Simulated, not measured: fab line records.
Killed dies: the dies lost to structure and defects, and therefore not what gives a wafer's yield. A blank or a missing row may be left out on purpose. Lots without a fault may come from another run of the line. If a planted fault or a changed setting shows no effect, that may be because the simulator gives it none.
Which tool is to blame? -- flow sky130 -- 12 lots, 36 wafers sampled, at 6 steps of a route of 708

## WHAT THE GAUGES SHOWED, per wafer
SKY_SONOS_ONO_THK_MEAS_03. Usual: SONOS_ONO_CVD_02_THK 10.51 nm, standard deviation 0.16.
lot,measured,on,SONOS_ONO_CVD_02_THK (nm),flag
L420,day 12 13:51,film metro-04,10.58 10.53 10.56,
L423,day 13 07:51,film metro-03,10.54 10.50 10.59,
L424,day 13 12:24,film metro-03,10.44 10.45 10.51,
L425,day 13 14:46,film metro-01,10.15 10.24 10.28,
L426,day 14 11:48,film metro-03,10.39 10.50 10.56,
L427,day 14 16:02,film metro-01,10.71 10.75 10.75,
L429,day 14 17:05,film metro-04,10.74 10.66 10.70,
L428,day 14 17:05,film metro-03,10.80 10.80 10.65,
L430,day 15 19:31,film metro-03,10.56 10.56 10.61,
L434,day 17 01:18,film metro-03,10.43 10.40 10.49,
L436,day 17 22:02,film metro-03,10.49 10.37 10.49,
L437,day 18 03:56,film metro-03,10.52 10.46 10.35,

SKY_GATE_OXIDE_OVL_MEAS_10. Usual: GATE_OXIDE_OVL 1.0 nm, standard deviation 1.2.
lot,measured,on,GATE_OXIDE_OVL (nm),flag
L420,day 14 19:33,overlay-02,0.3 2.2 2.9,
L423,day 15 17:26,overlay-02,0.3 -1.2 0.2,
L424,day 15 21:14,overlay-01,1.5 0.3 0.6,
L425,day 16 01:09,overlay-01,1.2 3.2 1.4,
L426,day 16 21:30,overlay-01,0.3 0.9 2.2,
L427,day 17 05:30,overlay-01,0.2 0.2 0.5,
L429,day 17 05:05,overlay-02,1.9 1.9 1.6,
L428,day 17 04:30,overlay-01,0.1 0.1 -1.6,
L430,day 18 08:45,overlay-01,0.9 1.6 1.4,
L434,day 19 17:26,overlay-01,- - -,OFF
L436,day 20 15:26,overlay-01,1.8 3.0 2.3,
L437,day 20 20:59,overlay-01,0.9 1.3 1.9,

SKY_GATE_OXIDE_TW_MEAS_14. Usual: GATE_OXIDE_TW 226.0, standard deviation 1.
lot,measured,on,GATE_OXIDE_TW,flag
L420,day 14 20:02,film metro-02,227.3 227.3 226.3,
L423,day 15 17:49,film metro-01,227.2 225.2 226.2,
L424,day 15 21:37,film metro-01,226.6 226.4 226.2,
L425,day 16 01:33,film metro-02,225.4 225.7 225.7,
L426,day 16 21:55,film metro-01,224.9 226.2 225.4,
L427,day 17 05:53,film metro-02,225.9 226.6 225.4,
L429,day 17 05:28,film metro-02,226.1 226.1 227.3,
L428,day 17 04:53,film metro-01,226.8 227.4 228.0,
L430,day 18 09:09,film metro-02,227.2 225.1 225.2,
L434,day 19 17:50,film metro-01,30.2 30.3 30.4,OFF
L436,day 20 15:50,film metro-02,225.4 226.3 226.0,
L437,day 20 21:23,film metro-02,226.0 225.7 226.0,

SKY_METAL1_CD_MEAS_15: target cd 140 nm. Usual: cd nm reads 140.2 nm (standard deviation 1.8).
lot,measured,on,cd nm (nm),flag
L420,day 33 23:38,cd sem-02,138.8 136.4 138.7,
L423,day 34 18:11,cd sem-02,136.9 137.0 137.2,
L424,day 34 21:02,cd sem-01,141.1 140.3 139.0,
L425,day 35 03:55,cd sem-01,139.0 139.4 140.3,
L426,day 35 23:55,cd sem-01,137.1 139.3 138.2,
L427,day 36 03:23,cd sem-01,139.1 139.1 140.9,
L429,day 36 06:29,cd sem-02,144.2 142.9 143.6,
L428,day 36 02:39,cd sem-02,138.9 138.9 137.8,
L430,day 37 02:20,cd sem-02,142.9 142.0 142.4,
L436,day 38 22:23,cd sem-01,143.2 143.0 141.6,
L437,day 39 02:32,cd sem-01,139.9 139.3 140.5,

## TOOL THAT RAN EACH LOT (tool first, then ch and the chambers of the sampled wafers, then the start)
lot,SKY_GATE_OXIDE_EXPOSE_07,SKY_POLY_CUT_STRIP_12
L420,"iline stepper-02 ch 0, day 14 07:25","plasma asher-02 ch 1, day 25 10:23"
L423,"iline stepper-01 ch 0, day 15 03:05","plasma asher-02 ch 0,1, day 26 09:25"
L424,"iline stepper-01 ch 0, day 15 07:45","plasma asher-02 ch 0,1, day 26 12:04"
L425,"iline stepper-02 ch 0, day 15 11:52","plasma asher-04 ch 0,1, day 26 18:27"
L426,"iline stepper-02 ch 0, day 16 07:46","plasma asher-01 ch 0,1, day 27 16:25"
L427,"iline stepper-02 ch 0, day 16 15:36","plasma asher-02 ch 0,1, day 27 20:32"
L429,"iline stepper-02 ch 0, day 16 15:17","plasma asher-01 ch 0,1, day 27 22:44"
L428,"iline stepper-02 ch 0, day 16 15:01","plasma asher-04 ch 0,1, day 27 18:04"
L430,"iline stepper-01 ch 0, day 17 17:09","plasma asher-01 ch 0,1, day 28 20:52"
L434,"iline stepper-01 ch 0, day 19 00:55",-
L436,"iline stepper-02 ch 0, day 19 23:34","plasma asher-04 ch 0,1, day 30 21:31"
L437,"iline stepper-01 ch 0, day 20 05:47","plasma asher-02 ch 1, day 31 01:59"
- SKY_GATE_OXIDE_EXPOSE_07: exposes mask LVOM, target cd 600 nm.
- SKY_POLY_CUT_STRIP_12: strips in O2/N2.

## AS READ BY THE TOOLS THEMSELVES (means over the sampled wafers that have a number; for cases with no such wafer, the mark the record gives instead)
SKY_POLY_CUT_STRIP_12. Usual: drypump motor current A 5.88 A, standard deviation 0.25; oes product au 0.452 a.u., standard deviation 0.0043; strip time to endpoint s 5.358 s, standard deviation 0.017.
lot,tool,drypump motor current A (A),oes product au (a.u.),strip time to endpoint s (s),flag
L420,plasma asher-02,6.26,0.450,5.360,
L423,plasma asher-02,6.14,0.451,5.361,
L424,plasma asher-02,6.14,0.450,5.356,
L425,plasma asher-04,5.75,0.452,5.343,
L426,plasma asher-01,5.75,0.448,5.365,
L427,plasma asher-02,6.11,0.456,5.350,
L429,plasma asher-01,5.68,0.451,5.362,
L428,plasma asher-04,5.91,0.450,5.357,
L430,plasma asher-01,5.77,0.451,5.356,
L436,plasma asher-04,5.94,0.448,5.368,
L437,plasma asher-02,6.28,0.453,5.369,

## THE ANSWER, worked out from the rows above alone
Rule: a lot is off if the mean of its wafers that have a number lies more than 3 standard deviations from the usual mean. A lot without any number at a reading at which 4 lots or more have one is off too. All remaining lots with rows at the step are treated as sound. The gauges are gone through in route order, then the tools' own readings, and for those a lot's mean is taken as printed above. At the first step where some lot is off, the reading lying furthest off is the one used; lots without a number count as furthest.
Off: at SKY_GATE_OXIDE_OVL_MEAS_10 (GATE_OXIDE_OVL), L434. Without a number there: L434.
If a tool, at a process step before that reading, ran all the lots that are off and no sound lot after the first of them, it fits. Not tried: the gauges at SKY_GATE_OXIDE_OVL_MEAS_10; whatever is off there is also off at SKY_GATE_OXIDE_TW_MEAS_14, on other tools, and gauge error can't account for it. Not one of the candidates tried fits.

## WHAT HAD BEEN PUT IN BY THE SIMULATOR
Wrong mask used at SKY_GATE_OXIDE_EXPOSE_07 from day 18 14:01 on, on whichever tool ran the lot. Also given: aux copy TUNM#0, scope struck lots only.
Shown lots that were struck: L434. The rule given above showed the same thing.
